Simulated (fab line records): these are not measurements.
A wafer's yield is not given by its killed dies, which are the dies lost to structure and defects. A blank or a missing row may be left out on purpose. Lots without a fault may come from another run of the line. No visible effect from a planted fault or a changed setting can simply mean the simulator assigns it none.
fab line records    flow sky130
[record] lots = 13  wafers = 39  lastDay = 50
route steps=708 shown VT_ADJUST_LVTN@117 VT_ADJUST_NCORE@127 SONOS_ONO@184 RES_PROTECT@214 PAD_OPEN@708
lots that met no fault: taken from a fault-free run of the same line
startH: start of the lot's first displayed wafer, in hours after the record's first day    waitH: hours from the lot's prior step to this one    " identical to the entry in the row above    L1.1+2: a single row standing in for several wafers    - no value, or no start given    * or withheld: withheld    < > ~ a bound
route shown NAME@n: NAME is a module with steps in the file, n the number in the route of the first one    usual: the fault-free wafers' mean and standard deviation    same: alike in all rows    chamber/n: place in a boat    sites: readings site by site    _std_site: standard deviation of those values    _edge_site: the outer-site mean with the inner-site mean subtracted    radiusMm: how far each site lies from the wafer's centre    mask NAME#n: copy n    behind: the tool/chamber that last shaped the wafer    hold: the reason the lot was held/the length of the hold in hours/how it ended    device: the n, p or np transistor that did not switch    end of line: the same wafers' tests at the end of the route    where a step has no rows: the recipe by itself    killed: at the first sort, the dies lost to defects and structure; wafer yield is something else    map: a wafer's dies, x killed, . not, _ none there
set.NAME: setting as actually run; set.NAME@STEP: the setting as run at that earlier step    model.NAME: the simulator's own value behind a step, which no gauge read
a sample of lots followed through the steps of the route, with each step as a table and each wafer as a row
services: the hour from which a tool's chamber was out of use, counted from the record's first day as startH (under 0 if before that day), plus the number of hours and why
[[steps]]
[step SKY_VT_ADJUST_LVTN_STRIP_20]
[recipe] chemistry = O2/N2  powerW = 1400  pressureMtorr = 1500  platenTempC = withheld  o2FlowSccm = 3000  n2FlowSccm = 300  overashFraction = 0.5
[usual] drypumpMotorCurrentA = 5.9/0.56  oesProductAu = 0.715/0.0052  stripTimeToEndpointS = 14.17/0.042
lot.wafer  tool            chamber  startH  waitH  drypumpMotorCurrentA  oesProductAu  rfHoursCounterH  stripTimeToEndpointS
L510.1     plasmaAsher-04  1        164.89  0.1    6.6                   0.716         5                14.18
L510.2     "               0        "       "      5.3                   0.715         5                14.16
L510.3     "               1        "       "      6.6                   0.722         -                14.15
L511.2     plasmaAsher-02  1        169.85  0.1    5.6                   0.712         48               14.14
L511.3     "               0        "       "      5.9                   0.723         -                14.19
L511.6     "               1        "       "      5.6                   0.721         -                14.20
L512.2     plasmaAsher-04  0        178.59  0.1    5.3                   0.713         6                14.20
L512.3     "               1        "       "      6.6                   0.722         -                14.19
L512.5     "               0        "       "      5.3                   0.717         -                14.18
L513.4     plasmaAsher-04  1        182.59  0.1    6.6                   0.720         -                14.18
L513.5     "               0        "       "      5.4                   0.715         -                14.14
L513.6     "               1        "       "      6.6                   0.717         -                14.17
L514.1     plasmaAsher-04  1        192.34  0.1    6.6                   0.720         7                14.26
L514.2     "               0        "       "      5.4                   0.710         7                14.22
L514.5     "               0        "       "      5.3                   0.712         -                14.22
L515.2     plasmaAsher-01  0        204.02  0.1    5.3                   0.721         53               14.14
L515.3     "               0        "       "      5.3                   0.723         -                14.15
L515.6     "               0        "       "      5.3                   0.712         -                14.12
L518.1     plasmaAsher-01  1        222.00  0.1    6.3                   0.714         55               14.09
L518.5     "               1        "       "      6.3                   0.708         -                14.08
L518.6     "               0        "       "      5.3                   0.714         -                14.11
L521.2     plasmaAsher-04  1        245.17  0.1    6.6                   0.712         12               14.23
L521.3     "               1        "       "      6.6                   0.722         -                14.25
L521.6     "               1        "       "      6.6                   0.714         -                14.25
L523.2     plasmaAsher-04  1        255.10  0.1    6.6                   0.720         13               14.13
L523.4     "               1        "       "      6.7                   0.713         -                14.14
L523.5     "               1        "       "      6.6                   0.709         -                14.11
L524.2     plasmaAsher-04  0        266.75  0.1    5.3                   0.716         14               14.09
L524.5     "               1        "       "      6.6                   0.719         -                14.11
L524.6     "               0        "       "      5.3                   0.717         -                14.16
L525.1     plasmaAsher-04  0        268.87  0.1    5.3                   0.713         15               14.14
L525.2     "               1        "       "      6.6                   0.719         15               14.15
L525.6     "               1        "       "      6.6                   0.710         -                14.20
L526.2     plasmaAsher-04  0        276.82  0.1    5.4                   0.721         16               14.21
L526.4     "               0        "       "      5.4                   0.714         -                14.22
L526.5     "               0        "       "      5.4                   0.713         -                14.29
L532.1     plasmaAsher-01  1        326.05  0.1    6.3                   0.710         66               14.19
L532.5     "               0        "       "      5.3                   0.725         -                14.19
L532.6     "               1        "       "      6.3                   0.706         -                14.20
[step SKY_VT_ADJUST_NCORE_OVL_MEAS_08]
[usual] VT_ADJUST_NCORE_OVL = -0.5/1.4
lot.wafer  tool        chamber  startH  waitH  VT_ADJUST_NCORE_OVL[nm]
L510.1     overlay-02  -        186.00  0.1    -0.1
L510.2     "           -        "       "      -0.9
L510.3     "           -        "       "      -0.9
L511.2     overlay-01  -        191.24  0.1    1.1
L511.3     "           -        "       "      -1.3
L511.6     "           -        "       "      -2.0
L512.2     overlay-02  -        200.43  0.1    0.0
L512.3     "           -        "       "      -0.8
L512.5     "           -        "       "      -2.1
L513.4     overlay-01  -        204.49  0.1    -2.1
L513.5     "           -        "       "      -2.4
L513.6     "           -        "       "      0.1
L514.1     overlay-01  -        214.43  0.1    -1.5
L514.2     "           -        "       "      -0.6
L514.5     "           -        "       "      -0.9
L515.2     overlay-02  -        226.69  0.1    2.1
L515.3     "           -        "       "      0.5
L515.6     "           -        "       "      -1.5
L518.1     overlay-01  -        245.34  0.1    -0.3
L518.5     "           -        "       "      -0.8
L518.6     "           -        "       "      0.8
L521.2     overlay-02  -        269.69  0.1    -1.6
L521.3     "           -        "       "      0.7
L521.6     "           -        "       "      -2.5
L523.2     overlay-01  -        279.24  0.1    -1.1
L523.4     "           -        "       "      0.1
L523.5     "           -        "       "      -0.2
L524.2     overlay-02  -        290.66  0.1    -1.6
L524.5     "           -        "       "      -2.1
L524.6     "           -        "       "      -1.9
L525.1     overlay-02  -        293.43  0.1    0.7
L525.2     "           -        "       "      1.8
L525.6     "           -        "       "      1.3
L526.2     overlay-02  -        300.61  0.1    3.3
L526.4     "           -        "       "      1.7
L526.5     "           -        "       "      2.4
L532.1     overlay-02  -        352.43  0.1    -1.0
L532.5     "           -        "       "      -0.8
L532.6     "           -        "       "      -0.8
[step SKY_SONOS_ONO_WET_ETCH_16]
[recipe] chemistry = dHF  targetDepthNm = 14  dry = n2Spin  target = SiO2  dilution = 100:1  tempC = 25  timeS = 280
[usual] runLengthS = 308/3.3
lot.wafer  tool         chamber  startH  waitH  runLengthS
L510.1     wetBench-01  1        283.84  0.0    307
L510.2     "            1        "       "      307
L510.3     "            1        "       "      307
L511.2     wetBench-04  2        291.59  0.0    307
L511.3     "            2        "       "      307
L511.6     "            2        "       "      307
L512.2     wetBench-02  0        302.18  0.0    313
L512.3     "            0        "       "      313
L512.5     "            0        "       "      313
L513.4     wetBench-01  2        312.59  0.0    306
L513.5     "            2        "       "      306
L513.6     "            2        "       "      306
L514.1     wetBench-01  3        324.77  0.0    306
L514.2     "            3        "       "      306
L514.5     "            3        "       "      306
L515.2     wetBench-01  2        335.07  0.0    314
L515.3     "            2        "       "      314
L515.6     "            2        "       "      314
L518.1     wetBench-04  3        351.08  0.0    306
L518.5     "            3        "       "      306
L518.6     "            3        "       "      306
L521.2     wetBench-02  1        380.78  0.0    306
L521.3     "            1        "       "      306
L521.6     "            1        "       "      306
L523.2     wetBench-01  0        391.91  0.0    312
L523.4     "            0        "       "      312
L523.5     "            0        "       "      312
L524.2     wetBench-01  3        401.08  0.0    111
L524.5     "            3        "       "      111
L524.6     "            3        "       "      111
L525.1     wetBench-02  0        401.79  0.0    306
L525.2     "            0        "       "      306
L525.6     "            0        "       "      306
L526.2     wetBench-01  0        412.28  0.0    117
L526.4     "            0        "       "      117
L526.5     "            0        "       "      117
L532.1     wetBench-04  0        479.36  0.0    308
L532.5     "            0        "       "      308
L532.6     "            0        "       "      308
[step SKY_RES_PROTECT_STRIP_07]
[recipe] chemistry = O2/N2  powerW = 1400  pressureMtorr = 1500  platenTempC = withheld  o2FlowSccm = 3000  n2FlowSccm = 300  overashFraction = 0.5
[usual] drypumpMotorCurrentA = 5.9/0.5  oesProductAu = 0.517/0.0043  stripTimeToEndpointS = 23.29/0.048
lot.wafer  tool            chamber  startH  waitH  drypumpMotorCurrentA  oesProductAu  rfHoursCounterH  stripTimeToEndpointS
L511.2     plasmaAsher-02  0        353.66  0.1    5.8                   0.515         66               23.30
L511.3     "               1        "       "      5.6                   0.524         -                23.35
L511.6     "               0        "       "      5.9                   0.519         -                23.35
L510.1     plasmaAsher-03  1        353.83  0.1    5.7                   0.512         49               23.29
L510.2     "               0        "       "      6.3                   0.512         49               23.28
L510.3     "               0        "       "      6.3                   0.516         -                23.28
L512.2     plasmaAsher-04  1        376.43  0.1    6.7                   0.528         25               23.32
L512.3     "               0        "       "      5.4                   0.514         -                23.37
L512.5     "               1        "       "      6.7                   0.519         -                23.28
L513.4     plasmaAsher-04  1        384.04  0.1    6.7                   0.514         -                23.32
L513.5     "               0        "       "      5.3                   0.521         -                23.27
L513.6     "               1        "       "      6.6                   0.521         -                23.26
L514.1     plasmaAsher-04  1        389.41  0.1    6.6                   0.513         26               23.23
L514.2     "               0        "       "      5.3                   0.508         26               23.23
L514.5     "               1        "       "      6.7                   0.516         -                23.25
L515.2     plasmaAsher-04  1        405.71  0.1    6.6                   0.522         28               23.26
L515.3     "               0        "       "      5.3                   0.513         -                23.26
L515.6     "               0        "       "      5.3                   0.525         -                23.24
L518.1     plasmaAsher-04  0        417.96  0.1    5.3                   0.510         29               23.30
L518.5     "               0        "       "      5.3                   0.516         -                23.34
L518.6     "               1        "       "      6.6                   0.520         -                23.29
L521.2     plasmaAsher-04  0        444.88  0.1    5.3                   0.520         32               23.19
L521.3     "               1        "       "      6.6                   0.512         -                23.22
L521.6     "               1        "       "      6.6                   0.516         -                23.20
L523.2     plasmaAsher-04  1        456.91  0.1    6.6                   0.521         34               23.28
L523.4     "               1        "       "      6.7                   0.511         -                23.25
L523.5     "               1        "       "      6.6                   0.521         -                23.21
L524.2     plasmaAsher-02  1        469.20  0.1    5.6                   0.517         78               23.22
L524.5     "               0        "       "      5.9                   0.509         -                23.25
L524.6     "               1        "       "      5.6                   0.519         -                23.24
L525.1     plasmaAsher-04  1        470.33  0.1    6.6                   0.521         35               23.26
L525.2     "               0        "       "      5.3                   0.513         35               23.26
L525.6     "               0        "       "      5.3                   0.514         -                23.26
L526.2     plasmaAsher-02  1        480.15  0.1    5.6                   0.515         79               23.35
L526.4     "               1        "       "      5.6                   0.525         -                23.31
L526.5     "               1        "       "      5.6                   0.515         -                23.36
L532.1     plasmaAsher-03  1        545.98  0.1    5.7                   0.515         70               23.36
L532.5     "               1        "       "      5.7                   0.508         -                23.35
L532.6     "               0        "       "      6.3                   0.511         -                23.35
[step SKY_PAD_OPEN_PROBE_99]
[usual] killed_at_M0_to_M3 = 42/6.4  killed_at_M4_up = 3.2/1.9  killedAtContacts = 24/4.8  killedAtFrontEnd = 16/4.4  killedAtOther = 0.3/0.55  killedDies = 86/8.6  killedOpen = 46/6.6  killedShort = 39/5.7
[same] grossDies = 492  killedAtBackSide = 0
lot.wafer  tool       chamber  startH   waitH  killed_at_M0_to_M3  killed_at_M4_up  killedAtContacts  killedAtFrontEnd  killedAtOther  killedDies  killedOpen  killedShort
L511.2     prober-01  -        1082.83  0.1    51                  5                16                24                0              96          48          48
L511.3     prober-01  -        1082.88  0.2    42                  5                20                34                0              101         54          47
L511.6     prober-01  -        1083.03  0.2    49                  4                19                19                0              91          46          45
L512.2     prober-02  -        1106.00  0.1    38                  3                24                17                0              82          43          39
L512.3     prober-02  -        1106.05  0.2    37                  4                21                16                1              79          48          30
L512.5     prober-02  -        1106.15  0.2    48                  3                25                17                1              94          48          45
L514.1     prober-01  -        1112.68  0.1    40                  7                20                15                0              82          40          40
L514.2     prober-01  -        1112.73  0.1    50                  5                31                12                0              98          51          45
L514.5     prober-01  -        1112.88  0.2    38                  3                19                17                1              78          41          34
L521.2     prober-01  -        1146.35  0.1    35                  4                20                15                1              75          46          28
L521.3     prober-01  -        1146.40  0.2    54                  0                25                18                1              98          61          36
L521.6     prober-01  -        1146.55  0.2    47                  5                32                13                0              97          44          53
L523.2     prober-01  -        1153.97  0.1    47                  3                22                18                0              90          40          50
L523.4     prober-01  -        1154.07  0.2    42                  4                24                13                0              83          38          44
L523.5     prober-01  -        1154.12  0.2    29                  2                33                14                0              78          51          26
L526.2     prober-01  -        1172.42  0.1    50                  3                29                11                0              93          53          39
L526.4     prober-01  -        1172.52  0.2    49                  3                23                14                0              89          42          47
L526.5     prober-01  -        1172.57  0.2    37                  1                27                10                0              75          44          31
L532.1     prober-01  -        1205.04  0.1    47                  1                27                10                0              85          44          40
L532.5     prober-01  -        1205.24  0.2    42                  4                15                15                0              76          39          37
L532.6     prober-01  -        1205.29  0.2    32                  4                24                10                0              70          36          34
// killed by level:class
L511.2 VIA1:geometricParticle:open=14 VIA2:geometricParticle:open=11 POLY_GATE:geometricParticle:short=7 FIELD_ISO:geometricParticle:short=6 VIA3:geometricParticle:open=6 METAL4:geometricParticle:short=5 LI_CONTACT:geometricParticle:open=5 METAL1:geometricParticle:short=5
L511.3 VIA1:geometricParticle:open=15 FIELD_ISO:geometricParticle:short=13 FIELD_ISO:geometricParticle:open=10 VIA2:geometricParticle:open=8 POLY_GATE:geometricParticle:open=7 CONTACT:geometricParticle:short=6 VIA1:geometricParticle:short=6 CONTACT:geometricParticle:open=5
L511.6 VIA1:geometricParticle:open=15 VIA1:geometricParticle:short=9 VIA2:geometricParticle:open=9 FIELD_ISO:geometricParticle:open=6 CONTACT:geometricParticle:open=6 CONTACT:geometricParticle:short=6 METAL2:geometricParticle:short=6 FIELD_ISO:geometricParticle:short=4
L512.2 CONTACT:geometricParticle:open=12 VIA1:geometricParticle:open=7 METAL3:geometricParticle:short=6 VIA2:geometricParticle:open=6 FIELD_ISO:geometricParticle:open=5 POLY_GATE:geometricParticle:short=5 LI_CONTACT:geometricParticle:open=5 METAL1:geometricParticle:short=5
L512.3 VIA1:geometricParticle:open=13 CONTACT:geometricParticle:open=11 VIA2:geometricParticle:open=8 VIA3:geometricParticle:open=6 POLY_GATE:geometricParticle:short=5 FIELD_ISO:geometricParticle:short=4 LI_CONTACT:geometricParticle:open=4 CONTACT:geometricParticle:short=4
L512.5 METAL2:geometricParticle:short=12 CONTACT:geometricParticle:open=10 VIA1:geometricParticle:open=9 LI_CONTACT:geometricParticle:open=9 FIELD_ISO:geometricParticle:open=6 METAL1:geometricParticle:short=5 VIA2:geometricParticle:short=5 VIA3:geometricParticle:open=5
L514.1 VIA3:geometricParticle:open=9 CONTACT:geometricParticle:open=7 VIA1:geometricParticle:open=7 METAL2:geometricParticle:short=6 VIA2:geometricParticle:open=6 FIELD_ISO:geometricParticle:short=4 POLY_GATE:geometricParticle:short=4 METAL4:geometricParticle:short=4
L514.2 CONTACT:geometricParticle:open=11 VIA1:geometricParticle:open=11 LOCAL_INTERCONNECT:geometricParticle:short=10 METAL1:geometricParticle:short=10 METAL2:geometricParticle:short=9 VIA2:geometricParticle:open=7 LI_CONTACT:geometricParticle:open=5 POLY_GATE:geometricParticle:open=4
L514.5 LI_CONTACT:geometricParticle:open=8 VIA3:geometricParticle:open=6 METAL1:geometricParticle:short=5 VIA1:geometricParticle:short=5 VIA1:geometricParticle:open=5 VIA2:geometricParticle:open=5 FIELD_ISO:geometricParticle:short=4 FIELD_ISO:geometricParticle:open=4
L521.2 VIA1:geometricParticle:open=13 CONTACT:geometricParticle:open=7 LI_CONTACT:geometricParticle:open=5 METAL2:geometricParticle:short=5 FIELD_ISO:geometricParticle:open=4 VIA3:geometricParticle:open=4 FIELD_ISO:geometricParticle:short=3 POLY_GATE:geometricParticle:open=3
L521.3 VIA1:geometricParticle:open=14 CONTACT:geometricParticle:open=12 VIA2:geometricParticle:open=8 POLY_GATE:geometricParticle:open=7 VIA1:geometricParticle:short=5 VIA3:geometricParticle:open=4 LI_CONTACT:geometricParticle:open=4 LOCAL_INTERCONNECT:geometricParticle:short=4
L521.6 CONTACT:geometricParticle:open=9 LI_CONTACT:geometricParticle:open=8 VIA3:geometricParticle:open=8 LOCAL_INTERCONNECT:geometricParticle:short=7 CONTACT:geometricParticle:short=7 VIA1:geometricParticle:open=7 METAL1:geometricParticle:short=6 VIA1:geometricParticle:short=5
L523.2 METAL1:geometricParticle:short=11 VIA2:geometricParticle:open=10 METAL2:geometricParticle:short=8 CONTACT:geometricParticle:open=6 VIA1:geometricParticle:open=6 LI_CONTACT:geometricParticle:open=5 LI_CONTACT:geometricParticle:short=5 LOCAL_INTERCONNECT:geometricParticle:short=5
L523.4 VIA1:geometricParticle:open=11 CONTACT:geometricParticle:open=7 CONTACT:geometricParticle:short=5 METAL2:geometricParticle:short=5 VIA2:geometricParticle:open=5 FIELD_ISO:geometricParticle:short=4 METAL4:geometricParticle:short=4 LI_CONTACT:geometricParticle:open=4
L523.5 CONTACT:geometricParticle:open=18 LI_CONTACT:geometricParticle:open=7 VIA1:geometricParticle:open=7 VIA3:geometricParticle:open=6 CONTACT:geometricParticle:short=5 FIELD_ISO:geometricParticle:open=4 VIA2:geometricParticle:open=4 POLY_GATE:geometricParticle:short=3
L526.2 CONTACT:geometricParticle:open=13 VIA1:geometricParticle:open=10 VIA2:geometricParticle:open=9 VIA3:geometricParticle:open=8 VIA1:geometricParticle:short=8 CONTACT:geometricParticle:short=7 LOCAL_INTERCONNECT:geometricParticle:short=5 METAL1:geometricParticle:short=4
L526.4 METAL1:geometricParticle:short=8 VIA2:geometricParticle:open=8 VIA3:geometricParticle:short=8 CONTACT:geometricParticle:open=7 LI_CONTACT:geometricParticle:open=6 FIELD_ISO:geometricParticle:short=5 VIA3:geometricParticle:open=5 LOCAL_INTERCONNECT:geometricParticle:short=4
L526.5 CONTACT:geometricParticle:open=13 LI_CONTACT:geometricParticle:open=7 METAL1:geometricParticle:short=6 VIA3:geometricParticle:open=6 VIA2:geometricParticle:open=5 VIA1:geometricParticle:open=5 METAL2:geometricParticle:short=4 FIELD_ISO:geometricParticle:open=3
L532.1 VIA1:geometricParticle:short=13 CONTACT:geometricParticle:open=12 VIA1:geometricParticle:open=10 METAL2:geometricParticle:short=8 LI_CONTACT:geometricParticle:open=5 LOCAL_INTERCONNECT:geometricParticle:short=5 VIA2:geometricParticle:open=5 VIA3:geometricParticle:open=4
L532.5 VIA1:geometricParticle:open=8 CONTACT:geometricParticle:open=7 METAL1:geometricParticle:short=7 POLY_GATE:geometricParticle:open=6 METAL2:geometricParticle:short=5 VIA1:geometricParticle:short=5 LI_CONTACT:geometricParticle:open=4 VIA3:geometricParticle:open=4
L532.6 VIA1:geometricParticle:open=7 CONTACT:geometricParticle:open=6 FIELD_ISO:geometricParticle:short=5 LI_CONTACT:geometricParticle:short=5 LI_CONTACT:geometricParticle:open=5 VIA2:geometricParticle:open=5 METAL2:geometricParticle:short=5 VIA3:geometricParticle:open=5
[[services]]
tool            chamber  startH  hours  kind
wetBench-02     -        148.23  1.9    pm
plasmaAsher-02  -        151.67  4.7    repair
plasmaAsher-01  -        172.26  2.8    pm
wetBench-04     -        172.35  4.5    repair
plasmaAsher-04  -        203.41  2.8    pm
plasmaAsher-02  -        235.35  4.8    repair
plasmaAsher-02  -        268.72  4.8    repair
plasmaAsher-04  -        304.82  4.3    pm
wetBench-04     -        361.88  0.7    repair
plasmaAsher-01  -        421.25  9.0    pm
plasmaAsher-01  0        421.25  9.0    ventCycle
plasmaAsher-01  1        421.25  9.0    ventCycle
plasmaAsher-01  -        430.25  28.1   pm
plasmaAsher-01  0        430.25  -      clean
plasmaAsher-01  1        430.25  -      clean
plasmaAsher-01  -        453.58  1.9    repair
plasmaAsher-04  -        479.01  18.1   repair
plasmaAsher-01  -        483.58  2.6    repair
wetBench-01     -        533.32  0.6    repair
wetBench-02     -        544.54  0.9    repair
[[key]]
[firstSign] step = SKY_SONOS_ONO_WET_ETCH_16  reading = runLengthS  direction = down  sigmas = 59  usual = *  struck = *
effect none on later readings
metAt SKY_SONOS_ONO_WET_ETCH_16
struckLots L524,L526
testerLeftOut L524,L526
notActingAt SKY_VT_ADJUST_LVTN_STRIP_20,SKY_VT_ADJUST_NCORE_OVL_MEAS_08,SKY_RES_PROTECT_STRIP_07
onsetBetween 391.91 401.08
[fault] kind = processParameterDrift  tool = wetBench-01  chamber = -  onsetH = 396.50  steps = SKY_SONOS_ONO_WET_ETCH_16  channel = timeS  offset = *  shape = step  endH = 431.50  actsIn = *  stated = *
// testerLeftOut: of these lots the tester's yield and bins aren't shown, on N5 and GAA mostly nor the transistor test; their killed dies are dies lost to structure and defects alone, not to doping, threshold or leakage, so they don't give the yield
